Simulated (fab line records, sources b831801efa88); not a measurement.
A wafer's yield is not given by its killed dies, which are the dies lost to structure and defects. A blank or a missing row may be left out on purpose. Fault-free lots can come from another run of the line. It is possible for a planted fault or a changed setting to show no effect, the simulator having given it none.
fab line records	flow sky130
[record] lots = 7	wafers = 21	lastDay = 50
route steps=708 shown VT_ADJUST_HVTP@87 VT_ADJUST_LVTN@97 VT_ADJUST_NCORE@119 VT_ADJUST_HVTR@142 VT_ADJUST_PCH@153 SONOS_TUNNEL@166
lots untouched by any fault: they come from a run of this same line in which no faults occurred
startH: start of the lot's first displayed wafer, in hours after the record's first day	waitH: hours since the lot's step before	" as in the row above	L1.1+2: a single row standing in for several wafers	- no value present, or no start provided	* or withheld: withheld	< > ~ a bound
route shown NAME@n: a module of which the file shows steps, and the number in the route of the first	usual: mean/standard deviation taken from wafers without a fault	same: alike in all rows	chamber/n: place in a boat	sites: readings site by site	_std_site: their standard deviation	_edge_site: mean of outer sites minus mean of inner sites	radiusMm: how far each site lies from the wafer's centre	mask NAME#n: copy n	behind: the last tool/chamber to shape the wafer	hold: cause of the lot's hold/its duration in hours/its outcome	device: the transistor (n, p or np) that didn't switch	end of line: tests run on the same wafers once the route is complete	a step without rows: its recipe alone	killed: count of dies lost to structure and defects at first sort (not the wafer's yield)	map: shows each die of a wafer: x if killed, . if not, _ if none is there
set.NAME: the setting that was run; set.NAME@STEP: the one run at that earlier step	model.NAME: the simulator's own value behind a step, which no gauge read
lots seen at some steps along the route; tables by step, rows by wafer
services: a tool's chamber out of use, with start hour (startH, from the record's first day; less than 0 if before it), hours out, and reason
[[steps]]
[step SKY_VT_ADJUST_HVTP_COAT_02]
[recipe] resist = NOVOLAK	spinRpm = 3000	resistThkNm = 1140
[step SKY_VT_ADJUST_HVTP_SOFTBAKE_03]
[recipe] tempC = 90	timeS = 60	resist = NOVOLAK
[step SKY_VT_ADJUST_HVTP_EXPOSE_04]
[recipe] maskId = HVTPM	na = 0.6	sourceShape = conventional	sigmaOuter = 0.6	polarization = unpolarized	targetCdNm = 380	doseMj = 140
[step SKY_VT_ADJUST_HVTP_PEB_05]
[recipe] tempC = withheld	timeS = *	resist = NOVOLAK
[step SKY_VT_ADJUST_HVTP_DEVELOP_06]
[recipe] resist = NOVOLAK	developer = TMAH	developTimeS = 60	devTempC = 23
[step SKY_VT_ADJUST_HVTP_CD_MEAS_07]
[recipe] targetCdNm = 380
[usual] cdNm = 380.1/2.4
lot.wafer	tool	chamber	startH	waitH	cdNm
L953.3	cdSem-01	-	167.38	0.1	378.5
L953.4	"	-	"	"	382.6
L953.5	"	-	"	"	382.9
L960.1	cdSem-01	-	210.02	0.1	379.5
L960.2	"	-	"	"	381.1
L960.5	"	-	"	"	380.9
L961.1	cdSem-01	-	214.77	0.1	378.5
L961.2	"	-	"	"	379.1
L961.3	"	-	"	"	379.7
L962.1	cdSem-01	-	217.47	0.1	378.5
L962.3	"	-	"	"	380.0
L962.4	"	-	"	"	378.7
L968.3	cdSem-01	-	254.48	0.1	380.5
L968.5	"	-	"	"	379.4
L968.6	"	-	"	"	379.9
L969.1	cdSem-02	-	255.74	0.1	376.9
L969.4	"	-	"	"	379.2
L969.5	"	-	"	"	377.9
L971.3	cdSem-02	-	265.63	0.1	377.5
L971.5	"	-	"	"	375.1
L971.6	"	-	"	"	376.8
[step SKY_VT_ADJUST_HVTP_OVL_MEAS_08]
[usual] VT_ADJUST_HVTP_OVL = -0.3/1.4
lot.wafer	tool	chamber	startH	waitH	VT_ADJUST_HVTP_OVL[nm]
L953.3	overlay-01	-	167.47	0.1	-0.9
L953.4	"	-	"	"	-1.3
L953.5	"	-	"	"	-0.8
L960.1	overlay-01	-	210.14	0.1	-2.2
L960.2	"	-	"	"	-0.7
L960.5	"	-	"	"	-0.6
L961.1	overlay-01	-	214.89	0.1	0.0
L961.2	"	-	"	"	0.6
L961.3	"	-	"	"	0.6
L962.1	overlay-01	-	217.59	0.1	-1.9
L962.3	"	-	"	"	2.2
L962.4	"	-	"	"	1.1
L968.3	overlay-02	-	254.57	0.1	2.2
L968.5	"	-	"	"	0.8
L968.6	"	-	"	"	0.5
L969.1	overlay-02	-	255.86	0.1	-4.0
L969.4	"	-	"	"	-0.9
L969.5	"	-	"	"	-0.6
L971.3	overlay-02	-	265.72	0.1	0.2
L971.5	"	-	"	"	-0.2
L971.6	"	-	"	"	-1.4
[step SKY_VT_ADJUST_HVTP_IMPLANT_09]
[recipe] species = As	energyKev = 150	doseCm2 = 4.3e+12	tiltDeg = withheld
[step SKY_VT_ADJUST_HVTP_STRIP_10]
[recipe] chemistry = O2/N2	powerW = 1400	pressureMtorr = 1500	platenTempC = withheld	o2FlowSccm = 3000	n2FlowSccm = 300	overashFraction = 0.5
[usual] drypumpMotorCurrentA = 5.5/0.31	o2FlowSccm = 3000/10	oesProductAu = 0.716/0.0044	stripTimeToEndpointS = 14.19/0.036
lot.wafer	tool	chamber	startH	waitH	drypumpMotorCurrentA	o2FlowSccm	oesProductAu	rfHoursCounterH	stripTimeToEndpointS
L953.3	plasmaAsher-03	1	167.68	0.1	5.2	2983	0.710	-	14.15
L953.4	"	0	"	"	5.3	2992	0.725	-	14.20
L953.5	"	0	"	"	5.3	2999	0.704	-	14.18
L960.1	plasmaAsher-03	1	210.32	0.1	5.3	2989	0.715	41	14.19
L960.2	"	0	"	"	5.3	2980	0.713	41	14.22
L960.5	"	1	"	"	5.3	2988	0.712	-	14.21
L961.1	plasmaAsher-04	1	215.07	0.1	5.9	2989	0.720	50	14.22
L961.2	"	0	"	"	5.9	2997	0.719	50	14.21
L961.3	"	1	"	"	5.9	2981	0.711	-	14.22
L962.1	plasmaAsher-04	1	217.77	0.1	5.8	3008	0.715	50	14.21
L962.3	"	0	"	"	5.9	3005	0.712	-	14.20
L962.4	"	1	"	"	5.9	3007	0.716	-	14.23
L968.3	plasmaAsher-04	1	254.78	0.1	5.9	2995	0.719	-	14.19
L968.5	"	1	"	"	5.8	3000	0.718	-	14.24
L968.6	"	0	"	"	5.9	3008	0.718	-	14.26
L969.1	plasmaAsher-04	0	256.05	0.1	5.9	2996	0.717	54	14.17
L969.4	"	1	"	"	5.8	2997	0.717	-	14.20
L969.5	"	1	"	"	5.8	3010	0.722	-	14.18
L971.3	plasmaAsher-03	1	265.93	0.1	5.3	3008	0.721	-	14.18
L971.5	"	0	"	"	5.3	2997	0.713	-	14.19
L971.6	"	1	"	"	5.3	3020	0.720	-	14.16
[step SKY_VT_ADJUST_HVTP_TW_MEAS_11]
[usual] VT_ADJUST_HVTP_TW = 1343/10
lot.wafer	tool	chamber	startH	waitH	VT_ADJUST_HVTP_TW
L953.3	filmMetro-03	-	167.77	0.1	1333
L953.4	"	-	"	"	1339
L953.5	"	-	"	"	1335
L960.1	filmMetro-02	-	210.42	0.1	1330
L960.2	"	-	"	"	1324
L960.5	"	-	"	"	1333
L961.1	filmMetro-02	-	215.17	0.1	1335
L961.2	"	-	"	"	1324
L961.3	"	-	"	"	1329
L962.1	filmMetro-04	-	217.87	0.1	1355
L962.3	"	-	"	"	1355
L962.4	"	-	"	"	1353
L968.3	filmMetro-04	-	254.87	0.1	1351
L968.5	"	-	"	"	1342
L968.6	"	-	"	"	1358
L969.1	filmMetro-04	-	256.15	0.1	1351
L969.4	"	-	"	"	1358
L969.5	"	-	"	"	1353
L971.3	filmMetro-04	-	266.02	0.1	1350
L971.5	"	-	"	"	1356
L971.6	"	-	"	"	1351
[step SKY_VT_ADJUST_LVTN_DEHYDRATE_00]
[recipe] tempC = 200	timeS = 60
[step SKY_VT_ADJUST_LVTN_HMDS_01]
[recipe] primeTimeS = 60	primeTempC = 120
[step SKY_VT_ADJUST_LVTN_COAT_02]
[recipe] spinRpm = 2000	resistThkNm = 3000
[usual] chillPlateTempC = 23.00/0.11	dispensePressureKPa = 46/3
lot.wafer	tool	chamber	startH	waitH	chillPlateTempC	dispensePressureKPa
L953.3	lithoTrack-01	0	179.39	0.1	23.01	41
L953.4	"	0	"	"	22.77	41
L953.5	"	0	"	"	22.93	41
L960.1	lithoTrack-02	-	221.42	0.1	-	-
L960.2	"	-	"	"	-	-
L960.5	"	-	"	"	-	-
L961.1	lithoTrack-02	-	225.97	0.1	-	-
L961.2	"	-	"	"	-	-
L961.3	"	-	"	"	-	-
L962.1	lithoTrack-03	-	229.59	0.1	-	-
L962.3	"	-	"	"	-	-
L962.4	"	-	"	"	-	-
L968.3	lithoTrack-03	0	264.99	0.1	23.03	48
L968.5	"	0	"	"	22.99	48
L968.6	"	0	"	"	22.97	48
L969.1	lithoTrack-02	0	267.12	0.1	22.91	48
L969.4	"	0	"	"	23.11	48
L969.5	"	0	"	"	23.11	48
L971.3	lithoTrack-02	0	277.62	0.1	23.13	48
L971.5	"	0	"	"	23.18	48
L971.6	"	0	"	"	23.12	48
[step SKY_VT_ADJUST_LVTN_SOFTBAKE_03]
[recipe] tempC = 110	timeS = withheld
[step SKY_VT_ADJUST_LVTN_EXPOSE_04]
[recipe] maskId = NWM_COMPLEMENT_LESS_NATIVE	na = 0.6	sourceShape = conventional	sigmaOuter = 0.6	polarization = unpolarized	targetCdNm = 840	doseMj = 194
[step SKY_VT_ADJUST_LVTN_PEB_05]
[recipe] tempC = 115	timeS = withheld
[step SKY_VT_ADJUST_LVTN_DEVELOP_06]
[recipe] wallAngleDeg = 90	developer = TMAH	developTimeS = 60	devTempC = 23
[step SKY_VT_ADJUST_LVTN_OVL_MEAS_07]
[usual] VT_ADJUST_LVTN_OVL = -1.0/1.7
lot.wafer	tool	chamber	startH	waitH	VT_ADJUST_LVTN_OVL[nm]
L953.3	overlay-02	-	190.75	-	-0.7
L953.4	"	-	"	"	1.0
L953.5	"	-	"	"	-1.5
L960.1	overlay-02	-	233.39	-	-
L960.2	"	-	"	"	-
L960.5	"	-	"	"	-
L961.1	overlay-02	-	237.54	-	-
L961.2	"	-	"	"	-
L961.3	"	-	"	"	-
L962.1	overlay-01	-	240.69	-	-
L962.3	"	-	"	"	-
L962.4	"	-	"	"	-
L968.3	overlay-02	-	277.20	-	-3.4
L968.5	"	-	"	"	-2.2
L968.6	"	-	"	"	-3.8
L969.1	overlay-02	-	279.44	-	-4.0
L969.4	"	-	"	"	-3.2
L969.5	"	-	"	"	-3.2
L971.3	overlay-02	-	289.23	-	-3.6
L971.5	"	-	"	"	-3.7
L971.6	"	-	"	"	-4.7
[step SKY_VT_ADJUST_LVTN_IMPLANT_08]
[recipe] species = B	energyKev = 30	doseCm2 = 1.57e+12	tiltDeg = withheld
[step SKY_VT_ADJUST_LVTN_STRIP_09]
[recipe] chemistry = O2/N2	powerW = 1400	pressureMtorr = 1500	platenTempC = withheld	o2FlowSccm = 3000	n2FlowSccm = 300	overashFraction = 0.5
[usual] drypumpMotorCurrentA = 5.41/0.27	o2FlowSccm = 3000/8.5	oesProductAu = 0.722/0.0047	stripTimeToEndpointS = 36.90/0.13
lot.wafer	tool	chamber	startH	waitH	drypumpMotorCurrentA	o2FlowSccm	oesProductAu	rfHoursCounterH	stripTimeToEndpointS
L953.3	plasmaAsher-01	0	190.96	0.1	5.11	2998	0.723	-	36.78
L953.4	"	1	"	"	5.31	2997	0.719	-	36.79
L953.5	"	1	"	"	5.29	2980	0.722	-	36.82
L960.1	plasmaAsher-02	0	233.58	0.1	5.68	2998	-	54	-
L960.2	"	1	"	"	5.90	3006	-	54	-
L960.5	"	0	"	"	5.68	2995	-	-	-
L961.1	plasmaAsher-02	0	237.73	0.1	5.68	2999	-	54	-
L961.2	"	1	"	"	5.92	3005	-	54	-
L961.3	"	1	"	"	5.89	3019	-	-	-
L962.1	plasmaAsher-01	0	240.87	0.1	5.13	3005	-	12	-
L962.3	"	0	"	"	5.06	2995	-	-	-
L962.4	"	1	"	"	5.27	3000	-	-	-
L968.3	plasmaAsher-01	1	277.41	0.1	5.33	2984	0.725	-	36.92
L968.5	"	1	"	"	5.33	2979	0.722	-	36.98
L968.6	"	0	"	"	5.13	2999	0.712	-	36.92
L969.1	plasmaAsher-01	1	279.63	0.1	5.29	2991	0.722	15	36.86
L969.4	"	1	"	"	5.33	3005	0.720	-	36.89
L969.5	"	1	"	"	5.32	3002	0.724	-	36.72
L971.3	plasmaAsher-03	1	289.44	0.1	5.27	3007	0.724	-	36.83
L971.5	"	1	"	"	5.26	3018	0.733	-	36.85
L971.6	"	0	"	"	5.30	3003	0.729	-	36.86
[step SKY_VT_ADJUST_LVTN_TW_MEAS_10]
[usual] VT_ADJUST_LVTN_TW = 239.4/1.9
lot.wafer	tool	chamber	startH	waitH	VT_ADJUST_LVTN_TW
L953.3	filmMetro-01	-	191.04	0.1	240.8
L953.4	"	-	"	"	239.8
L953.5	"	-	"	"	240.7
L960.1	filmMetro-04	-	233.68	0.1	240.9
L960.2	"	-	"	"	242.1
L960.5	"	-	"	"	241.4
L961.1	filmMetro-01	-	237.83	0.1	238.6
L961.2	"	-	"	"	238.7
L961.3	"	-	"	"	239.2
L962.1	filmMetro-04	-	240.97	0.1	241.4
L962.3	"	-	"	"	241.3
L962.4	"	-	"	"	240.4
L968.3	filmMetro-01	-	277.50	0.1	240.0
L968.5	"	-	"	"	239.6
L968.6	"	-	"	"	239.2
L969.1	filmMetro-04	-	279.73	0.1	239.4
L969.4	"	-	"	"	239.8
L969.5	"	-	"	"	238.7
L971.3	filmMetro-04	-	289.52	0.1	243.8
L971.5	"	-	"	"	243.1
L971.6	"	-	"	"	241.9
[step SKY_VT_ADJUST_LVTN_DEHYDRATE_11]
[recipe] tempC = 200	timeS = 60
[step SKY_VT_ADJUST_LVTN_HMDS_12]
[recipe] primeTimeS = 60	primeTempC = 120
[step SKY_VT_ADJUST_LVTN_COAT_13]
[recipe] resist = NOVOLAK	spinRpm = 3000	resistThkNm = 1140
[step SKY_VT_ADJUST_LVTN_SOFTBAKE_14]
[recipe] tempC = 90	timeS = 60	resist = NOVOLAK
[step SKY_VT_ADJUST_LVTN_EXPOSE_15]
[recipe] maskId = HVN_STD_DERIVED	na = 0.6	sourceShape = conventional	sigmaOuter = 0.6	polarization = unpolarized	targetCdNm = 600	doseMj = 163
[step SKY_VT_ADJUST_LVTN_PEB_16]
[recipe] tempC = withheld	timeS = *	resist = NOVOLAK
[step SKY_VT_ADJUST_LVTN_DEVELOP_17]
[recipe] resist = NOVOLAK	developer = TMAH	developTimeS = 60	devTempC = 23
[step SKY_VT_ADJUST_LVTN_OVL_MEAS_18]
[usual] VT_ADJUST_LVTN_01_OVL = 0.8/1.3
lot.wafer	tool	chamber	startH	waitH	VT_ADJUST_LVTN_01_OVL[nm]
L953.3	overlay-01	-	215.05	0.1	1.1
L953.4	"	-	"	"	1.4
L953.5	"	-	"	"	2.6
L960.1	overlay-02	-	255.09	0.1	1.2
L960.2	"	-	"	"	-0.2
L960.5	"	-	"	"	1.3
L961.1	overlay-02	-	260.24	0.1	-0.2
L961.2	"	-	"	"	0.7
L961.3	"	-	"	"	1.1
L962.1	overlay-02	-	263.59	0.1	-0.2
L962.3	"	-	"	"	0.2
L962.4	"	-	"	"	-0.6
L968.3	overlay-02	-	300.83	0.1	-0.7
L968.5	"	-	"	"	2.1
L968.6	"	-	"	"	0.4
L969.1	overlay-02	-	302.89	0.1	2.2
L969.4	"	-	"	"	2.7
L969.5	"	-	"	"	1.1
L971.3	overlay-01	-	313.75	0.1	0.6
L971.5	"	-	"	"	0.7
L971.6	"	-	"	"	0.9
[step SKY_VT_ADJUST_LVTN_IMPLANT_19]
[recipe] species = B	energyKev = 30	doseCm2 = 6.5e+11	tiltDeg = withheld
[step SKY_VT_ADJUST_LVTN_STRIP_20]
[recipe] chemistry = O2/N2	powerW = 1400	pressureMtorr = 1500	platenTempC = withheld	o2FlowSccm = 3000	n2FlowSccm = 300	overashFraction = 0.5
[usual] drypumpMotorCurrentA = 5.32/0.2	o2FlowSccm = 2999/8.6	oesProductAu = 0.715/0.0047	stripTimeToEndpointS = 14.19/0.042
lot.wafer	tool	chamber	startH	waitH	drypumpMotorCurrentA	o2FlowSccm	oesProductAu	rfHoursCounterH	stripTimeToEndpointS
L953.3	plasmaAsher-03	0	215.26	0.1	5.30	3011	0.718	-	14.19
L953.4	"	1	"	"	5.24	3006	0.720	-	14.16
L953.5	"	0	"	"	5.33	2997	0.717	-	14.19
L960.1	plasmaAsher-03	1	255.28	0.1	5.27	2995	0.709	45	14.17
L960.2	"	0	"	"	5.32	2993	0.714	45	14.13
L960.5	"	1	"	"	5.26	2984	0.721	-	14.16
L961.1	plasmaAsher-03	1	260.43	0.1	5.26	3008	0.707	46	14.09
L961.2	"	0	"	"	5.31	3011	0.716	46	14.12
L961.3	"	0	"	"	5.31	2993	0.716	-	14.15
L962.1	plasmaAsher-01	1	263.77	0.1	5.28	2991	0.708	14	14.22
L962.3	"	1	"	"	5.31	2997	0.723	-	14.24
L962.4	"	0	"	"	5.10	2990	0.712	-	14.24
L968.3	plasmaAsher-02	0	301.04	0.1	5.68	3000	0.713	-	14.20
L968.5	"	0	"	"	5.69	3009	0.715	-	14.21
L968.6	"	1	"	"	5.93	3001	0.731	-	14.20
L969.1	plasmaAsher-03	1	303.07	0.1	5.28	3010	0.710	50	14.20
L969.4	"	0	"	"	5.33	3009	0.711	-	14.22
L969.5	"	0	"	"	5.31	2992	0.729	-	14.23
L971.3	plasmaAsher-01	1	313.96	0.1	5.29	3004	0.713	-	14.12
L971.5	"	1	"	"	5.27	3001	0.718	-	14.13
L971.6	"	0	"	"	5.13	3001	0.713	-	14.10
[step SKY_VT_ADJUST_LVTN_TW_MEAS_21]
[usual] VT_ADJUST_LVTN_2_TW = 186.8/1.6
lot.wafer	tool	chamber	startH	waitH	VT_ADJUST_LVTN_2_TW
L953.3	filmMetro-01	-	215.35	0.1	185.9
L953.4	"	-	"	"	186.3
L953.5	"	-	"	"	186.7
L960.1	filmMetro-02	-	255.38	0.1	263.0
L960.2	"	-	"	"	263.7
L960.5	"	-	"	"	261.9
L961.1	filmMetro-04	-	260.53	0.1	268.7
L961.2	"	-	"	"	266.3
L961.3	"	-	"	"	267.3
L962.1	filmMetro-04	-	263.87	0.1	267.7
L962.3	"	-	"	"	265.3
L962.4	"	-	"	"	266.7
L968.3	filmMetro-01	-	301.12	0.1	188.0
L968.5	"	-	"	"	187.8
L968.6	"	-	"	"	187.2
L969.1	filmMetro-04	-	303.17	0.1	189.1
L969.4	"	-	"	"	188.2
L969.5	"	-	"	"	188.9
L971.3	filmMetro-02	-	314.04	0.1	183.2
L971.5	"	-	"	"	185.1
L971.6	"	-	"	"	183.7
[step SKY_VT_ADJUST_NCORE_DEHYDRATE_00]
[recipe] tempC = 200	timeS = 60
[step SKY_VT_ADJUST_NCORE_HMDS_01]
[recipe] primeTimeS = 60	primeTempC = 120
[step SKY_VT_ADJUST_NCORE_COAT_02]
[recipe] resist = NOVOLAK	spinRpm = 3000	resistThkNm = 1140
[step SKY_VT_ADJUST_NCORE_SOFTBAKE_03]
[recipe] tempC = 90	timeS = 60	resist = NOVOLAK
[step SKY_VT_ADJUST_NCORE_EXPOSE_04]
[recipe] maskId = LVTN_COMPLEMENT_THIN	na = 0.6	sourceShape = conventional	sigmaOuter = 0.6	polarization = unpolarized	targetCdNm = 380	doseMj = 139
[step SKY_VT_ADJUST_NCORE_PEB_05]
[recipe] tempC = withheld	timeS = *	resist = NOVOLAK
[step SKY_VT_ADJUST_NCORE_DEVELOP_06]
[recipe] resist = NOVOLAK	developer = TMAH	developTimeS = 60	devTempC = 23
[step SKY_VT_ADJUST_NCORE_CD_MEAS_07]
[recipe] targetCdNm = 380
[usual] cdNm = 380.0/2.5
lot.wafer	tool	chamber	startH	waitH	cdNm
L953.3	cdSem-01	-	237.83	0.1	384.5
L953.4	"	-	"	"	383.9
L953.5	"	-	"	"	380.9
L960.1	cdSem-02	-	278.24	0.1	374.9
L960.2	"	-	"	"	377.6
L960.5	"	-	"	"	376.0
L961.1	cdSem-02	-	282.99	0.1	380.8
L961.2	"	-	"	"	381.8
L961.3	"	-	"	"	381.2
L962.1	cdSem-02	-	286.99	0.1	382.0
L962.3	"	-	"	"	381.5
L962.4	"	-	"	"	381.2
L968.3	cdSem-01	-	326.28	0.1	377.1
L968.5	"	-	"	"	376.9
L968.6	"	-	"	"	377.1
L969.1	cdSem-02	-	328.09	0.1	382.7
L969.4	"	-	"	"	381.8
L969.5	"	-	"	"	381.1
L971.3	cdSem-01	-	339.38	0.1	378.4
L971.5	"	-	"	"	378.0
L971.6	"	-	"	"	377.8
[step SKY_VT_ADJUST_NCORE_OVL_MEAS_08]
[usual] VT_ADJUST_NCORE_OVL = -0.5/1.3
lot.wafer	tool	chamber	startH	waitH	VT_ADJUST_NCORE_OVL[nm]
L953.3	overlay-02	-	237.92	0.1	2.3
L953.4	"	-	"	"	1.9
L953.5	"	-	"	"	-0.6
L960.1	overlay-01	-	278.36	0.1	1.7
L960.2	"	-	"	"	-0.5
L960.5	"	-	"	"	1.3
L961.1	overlay-01	-	283.11	0.1	-1.6
L961.2	"	-	"	"	-1.5
L961.3	"	-	"	"	-1.4
L962.1	overlay-02	-	287.11	0.1	-0.7
L962.3	"	-	"	"	-1.3
L962.4	"	-	"	"	-2.0
L968.3	overlay-01	-	326.37	0.1	1.8
L968.5	"	-	"	"	2.1
L968.6	"	-	"	"	0.1
L969.1	overlay-01	-	328.21	0.1	-0.2
L969.4	"	-	"	"	-1.3
L969.5	"	-	"	"	-1.6
L971.3	overlay-01	-	339.47	0.1	-1.3
L971.5	"	-	"	"	-0.3
L971.6	"	-	"	"	-1.1
[step SKY_VT_ADJUST_NCORE_IMPLANT_09]
[recipe] species = B	energyKev = 10	doseCm2 = 2.4e+12	tiltDeg = withheld
[step SKY_VT_ADJUST_NCORE_TW_MEAS_11]
[usual] VT_ADJUST_NCORE_TW = 216.3/1.5
lot.wafer	tool	chamber	startH	waitH	VT_ADJUST_NCORE_TW
L953.3	filmMetro-01	-	238.21	0.1	216.3
L953.4	"	-	"	"	216.4
L953.5	"	-	"	"	215.5
L960.1	filmMetro-01	-	278.65	0.1	281.0
L960.2	"	-	"	"	280.8
L960.5	"	-	"	"	280.7
L961.1	filmMetro-03	-	283.40	0.1	278.7
L961.2	"	-	"	"	278.1
L961.3	"	-	"	"	279.4
L962.1	filmMetro-02	-	287.40	0.1	278.3
L962.3	"	-	"	"	278.3
L962.4	"	-	"	"	278.7
L968.3	filmMetro-01	-	326.67	0.1	219.0
L968.5	"	-	"	"	218.3
L968.6	"	-	"	"	218.1
L969.1	filmMetro-02	-	328.50	0.1	214.4
L969.4	"	-	"	"	214.4
L969.5	"	-	"	"	212.8
L971.3	filmMetro-01	-	339.77	0.1	217.6
L971.5	"	-	"	"	218.0
L971.6	"	-	"	"	217.8
[step SKY_VT_ADJUST_HVTR_TW_MEAS_11]
[usual] VT_ADJUST_HVTR_TW = 209.8/1.5
lot.wafer	tool	chamber	startH	waitH	VT_ADJUST_HVTR_TW
L953.3	filmMetro-01	-	260.71	0.1	208.9
L953.4	"	-	"	"	208.7
L953.5	"	-	"	"	209.7
L960.1	filmMetro-01	-	302.90	0.1	278.3
L960.2	"	-	"	"	278.2
L960.5	"	-	"	"	277.2
L961.1	filmMetro-03	-	307.25	0.1	274.2
L961.2	"	-	"	"	273.1
L961.3	"	-	"	"	274.5
L962.1	filmMetro-01	-	312.50	0.1	277.3
L962.3	"	-	"	"	276.4
L962.4	"	-	"	"	276.7
L968.3	filmMetro-03	-	352.69	0.1	209.4
L968.5	"	-	"	"	209.7
L968.6	"	-	"	"	209.8
L969.1	filmMetro-03	-	354.70	0.1	209.1
L969.4	"	-	"	"	208.8
L969.5	"	-	"	"	208.0
L971.3	filmMetro-04	-	366.57	0.1	212.5
L971.5	"	-	"	"	212.3
L971.6	"	-	"	"	210.7
[step SKY_VT_ADJUST_PCH_TW_MEAS_10]
[usual] VT_ADJUST_PCH_TW = 141.2/1.2
lot.wafer	tool	chamber	startH	waitH	VT_ADJUST_PCH_TW
L953.3	filmMetro-03	-	284.45	0.1	141.0
L953.4	"	-	"	"	140.9
L953.5	"	-	"	"	140.7
L960.1	filmMetro-02	-	327.78	0.1	244.9
L960.2	"	-	"	"	244.7
L960.5	"	-	"	"	244.8
L961.1	filmMetro-04	-	333.48	0.1	252.0
L961.2	"	-	"	"	251.1
L961.3	"	-	"	"	252.1
L962.1	filmMetro-03	-	338.58	0.1	248.0
L962.3	"	-	"	"	248.4
L962.4	"	-	"	"	248.6
L968.3	filmMetro-02	-	379.77	0.1	140.7
L968.5	"	-	"	"	141.6
L968.6	"	-	"	"	140.6
L969.1	filmMetro-02	-	381.85	0.1	141.0
L969.4	"	-	"	"	140.6
L969.5	"	-	"	"	140.6
L971.3	filmMetro-03	-	393.95	0.1	141.1
L971.5	"	-	"	"	140.7
L971.6	"	-	"	"	140.7
[step SKY_SONOS_TUNNEL_TW_MEAS_12]
[usual] SONOS_TUNNEL_TW = 196.2/1.5
lot.wafer	tool	chamber	startH	waitH	SONOS_TUNNEL_TW
L953.3	filmMetro-04	-	309.10	0.0	198.5
L953.4	"	-	"	"	198.6
L953.5	"	-	"	"	198.2
L960.1	filmMetro-01	-	354.29	0.0	270.8
L960.2	"	-	"	"	270.9
L960.5	"	-	"	"	270.6
L961.1	filmMetro-02	-	359.65	0.0	268.5
L961.2	"	-	"	"	267.9
L961.3	"	-	"	"	267.8
L962.1	filmMetro-04	-	365.46	0.0	273.8
L962.3	"	-	"	"	270.6
L962.4	"	-	"	"	272.5
L968.3	filmMetro-02	-	409.07	0.0	194.2
L968.5	"	-	"	"	193.7
L968.6	"	-	"	"	194.1
L969.1	filmMetro-04	-	410.85	0.0	197.7
L969.4	"	-	"	"	199.2
L969.5	"	-	"	"	198.0
L971.3	filmMetro-01	-	423.40	0.0	197.8
L971.5	"	-	"	"	196.2
L971.6	"	-	"	"	196.4
[[services]]
tool	chamber	startH	hours	kind
plasmaAsher-01	-	170.90	0.9	repair
plasmaAsher-01	-	208.59	2.8	repair
lithoTrack-02	-	279.56	-	consumableReplace:filter
plasmaAsher-04	-	300.06	2.8	pm
[[key]]
[firstSign] step = SKY_VT_ADJUST_LVTN_COAT_02	reading = toolRecord	direction = missing
[effect] step = SKY_VT_ADJUST_LVTN_OVL_MEAS_07	reading = VT_ADJUST_LVTN_OVL	direction = missing
[effect] step = SKY_VT_ADJUST_LVTN_TW_MEAS_21	reading = VT_ADJUST_LVTN_2_TW	direction = up	sigmas = 50	usual = 186.8	struck = 265.6
[effect] step = SKY_VT_ADJUST_NCORE_TW_MEAS_11	reading = VT_ADJUST_NCORE_TW	direction = up	sigmas = 41	usual = 216.3	struck = 279.3
[effect] step = SKY_VT_ADJUST_HVTR_TW_MEAS_11	reading = VT_ADJUST_HVTR_TW	direction = up	sigmas = 45	usual = 209.8	struck = 276.2
[effect] step = SKY_VT_ADJUST_PCH_TW_MEAS_10	reading = VT_ADJUST_PCH_TW	direction = up	sigmas = 92	usual = 141.2	struck = 248.3
[effect] step = SKY_SONOS_TUNNEL_TW_MEAS_12	reading = SONOS_TUNNEL_TW	direction = up	sigmas = 49	usual = 196.2	struck = 270.4
metAt SKY_VT_ADJUST_LVTN_COAT_02
struckWafers L960.1,L960.2,L960.5,L961.1,L961.2,L961.3,L962.1,L962.3,L962.4
sortLeftOut L960.1,L960.2,L960.5,L961.1,L961.2,L961.3,L962.1,L962.3,L962.4
testerLeftOut L960,L961,L962
[fault] kind = skippedStepWhole	tool = lithoTrack-02,lithoTrack-03	chamber = -	onsetH = 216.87	steps = SKY_VT_ADJUST_LVTN_COAT_02	scope = struckLotsOnly
// testerLeftOut: of these lots the tester's yield and bins aren't shown, on N5 and GAA mostly nor the transistor test; their killed dies are dies lost to structure and defects alone, not to doping, threshold or leakage, so they don't give the yield
// sortLeftOut: the simulated sort isn't trusted on such a fault, so these wafers' sort isn't shown, and their yield isn't known
